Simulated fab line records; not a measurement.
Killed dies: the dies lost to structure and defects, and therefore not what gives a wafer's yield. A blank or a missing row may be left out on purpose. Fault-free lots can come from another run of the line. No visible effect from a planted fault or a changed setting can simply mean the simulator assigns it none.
A lot that was struck, set against a sound lot + flow sky130 + 27 steps out of a route of 708
Sound: wafers L607.3, L607.4, L607.5. Struck: wafer L617.2; the same lot's L617.5 was not struck, so it is left out; see the end for the cause.
Per side, at each step with rows, come the tool, then ch with its chambers, and then its first start. Under that, the readings that differ: sound wafers + struck wafers + difference of the means + sigmas: that difference in standard deviations of wafers without a fault.
alike: same words and numbers on both sides, and readings whose means sit less than 2 such deviations apart. not compared: any withheld reading, any reading some wafer has no value for, any bound like >300 that may hide the same value, and any number with overlapping values for which the record gives no deviation.
The two part at a step that has a row with sigmas, a row that says differs or no value, or rows on one side only. Numbers that don't overlap but have no deviation are shown without sigmas and don't part them. Lack of a reading on every wafer of one side parts them only where that side has two or more wafers.

first, 2 steps without rows for these wafers: SKY_LDD_LDN_PEB_05; SKY_LDD_LDN_DEVELOP_06 (develop time 60 s).
SKY_LDD_LDN_OVL_MEAS_07:
  sound: overlay-01 at day 24 14:47; struck: overlay-02 at day 28 01:32
  alike: LDD_LDN_OVL
then, 4 steps without rows for these wafers: SKY_LDD_LDN_IMPLANT_08; SKY_LDD_LDN_IMPLANT_09; SKY_LDD_LDN_IMPLANT_10; SKY_LDD_LDN_IMPLANT_11.
SKY_LDD_LDN_STRIP_12: strips in O2/N2.
  sound on plasma_asher-01 ch 0,1, day 24 15:26; struck on plasma_asher-01 ch 1, day 28 02:10
| reading                | sound | struck | difference                   | sigmas |
|------------------------|-------|--------|------------------------------|--------|
| rf_hours_counter_h (h) | - - - | 53     | no value on the sound wafers |        |
  alike: drypump_motor_current_A, oes_product_au, strip_time_to_endpoint_s
SKY_LDD_LDN_TW_MEAS_13:
  sound: film_metro-04 at day 24 15:31; struck: film_metro-02 at day 28 02:16
  alike: LDD_LDN_TW
then, 2 steps without rows for these wafers: SKY_LDD_LDN_CLEAN_14 (cleans in SC1/SC2, time 150 s); SKY_SPACER_CVD_00 (deposits Si3N4 from DCS/NH3, target thk 43.1 nm, time 740 s).
SKY_SPACER_THK_MEAS_01:
  sound: film_metro-01 at day 24 16:50; struck: film_metro-01 at day 28 04:55
  alike: SPACER_CVD_00_THK
SKY_SPACER_ETCHBACK_02: etches Si3N4 in CH3F/O2, stops on SiO2, time 46.7 s, target depth 45 nm.
  sound on rie_diel-03 ch 0,3, day 24 16:53; struck on rie_diel-01 ch 3, day 28 04:58
| reading                                    | sound             | struck | difference | sigmas |
|--------------------------------------------|-------------------|--------|------------|--------|
| oes_product_au (a.u.)                      | 0.864 0.865 0.869 | 0.759  | -0.107     | -16    |
| run_length_s (s)                           | 75.0 74.7 75.2    | 86.9   | +11.9      | +35    |
| model.SiO2_of_SONOS_ONO_CVD_04.thk_nm (nm) | 4.183 4.218 4.267 | 2.771  | -1.452     |        |
  alike: drypump_motor_current_A, throttle_valve_pct
  not compared: rf_hours_counter_h
then, 8 steps without rows for these wafers: SKY_POLY_CUT_DEHYDRATE_00 (time 60 s); SKY_POLY_CUT_HMDS_01 (prime time 60 s); SKY_POLY_CUT_COAT_02 (resist thk 60 nm); SKY_POLY_CUT_COAT_03 (resist thk 450 nm); SKY_POLY_CUT_SOFTBAKE_04 (time 90 s); SKY_POLY_CUT_EXPOSE_05 (exposes mask NPCM, target cd 270 nm); SKY_POLY_CUT_PEB_06; SKY_POLY_CUT_DEVELOP_07 (develop time 60 s).
SKY_POLY_CUT_CD_MEAS_08: the cd target is 270 nm.
  sound: cd_sem-01 at day 25 23:04; struck: cd_sem-02 at day 29 09:02
  alike: cd_nm
SKY_POLY_CUT_OVL_MEAS_09:
  sound: overlay-02 at day 25 23:09; struck: overlay-02 at day 29 09:08
  alike: POLY_CUT_OVL
SKY_POLY_CUT_ETCH_10: etches BARC in N2/H2, stops on SiO2, time 45.9 s, target depth 60 nm.
  sound on rie_diel-03 ch 0,3, day 25 23:10; struck on rie_diel-03 ch 1, day 29 09:10
  alike: drypump_motor_current_A, oes_product_au, throttle_valve_pct
  not compared: rf_hours_counter_h
SKY_POLY_CUT_ETCH_11: etches Si3N4 in CF4/CH2F2/Ar, stops on poly-Si, time 42.5 s, target depth 60 nm.
  sound on rie_diel-03 ch 0,3, day 25 23:13; struck on rie_diel-03 ch 1, day 29 09:13
| reading                              | sound             | struck | difference | sigmas |
|--------------------------------------|-------------------|--------|------------|--------|
| oes_product_au (a.u.)                | 0.835 0.828 0.841 | 0.812  | -0.023     | -3     |
| model.etch.depth_nm (nm)             | 61.66 61.58 62.21 | 59.19  | -2.63      |        |
| model.POLY_CUT.feature_depth_nm (nm) | 61.66 61.58 62.21 | 59.19  | -2.63      |        |
  alike: drypump_motor_current_A, throttle_valve_pct
  not compared: rf_hours_counter_h
SKY_POLY_CUT_STRIP_12: strips in O2/N2.
  sound on plasma_asher-04 ch 0,1, day 25 23:17; struck on plasma_asher-01 ch 1, day 29 09:15
| reading                | sound | struck | difference                   | sigmas |
|------------------------|-------|--------|------------------------------|--------|
| rf_hours_counter_h (h) | - - - | 57     | no value on the sound wafers |        |
  alike: drypump_motor_current_A, oes_product_au, strip_time_to_endpoint_s
-- a jump in the record: the struck wafers' starts before and after are 20 days apart (it breaks off in module POLY_CUT and resumes in module PAD_OPEN, where the first step shown is number 708 of the route) --
SKY_PAD_OPEN_PROBE_99:
  sound: prober-02 at day 47 01:23; struck: prober-02 at day 49 07:00
| reading                                 | sound             | struck | difference | sigmas |
|-----------------------------------------|-------------------|--------|------------|--------|
| killed_short                            | 35 35 43          | 52     | +14        | +2     |
| model.etest.pfet_01v8.r_on_ohm_um       | 2835 2802 2820    | 2721   | -98        |        |
| model.etest.res_pdiff.line_ohm_um       | 1346 1332 1368    | 1288   | -61        |        |
| model.etest.res_ndiff.line_ohm_um       | 746.4 747.1 766.8 | 743    | -10        |        |
| model.etest.sonos_uncharged.r_on_ohm_um | 804 799.9 807.7   | 785.4  | -18.5      |        |
| model.etest.pfet_01v8.drive_ua_um       | 195.2 200.9 197   | 210.5  | +12.8      |        |
| model.etest.sram_pfet_latch.drive_ua_um | 146.7 148.9 148.6 | 158.3  | +10.2      |        |
| model.etest.res_pdiff.rs_ohm_sq         | 197.7 196.4 196.3 | 186.2  | -10.6      |        |
| model.etest.pfet_01v8_hvt.drive_ua_um   | 147.7 150.7 149.7 | 156.7  | +7.3       |        |
  alike: killed_at_M0_to_M3, killed_at_M4_up, killed_at_contacts, killed_at_front_end, killed_at_other, killed_dies, killed_open

WHERE THEY PART
At SKY_LDD_LDN_STRIP_12 first; at SKY_PAD_OPEN_PROBE_99 last (within this record only).

WHY: what had been put in by the simulator
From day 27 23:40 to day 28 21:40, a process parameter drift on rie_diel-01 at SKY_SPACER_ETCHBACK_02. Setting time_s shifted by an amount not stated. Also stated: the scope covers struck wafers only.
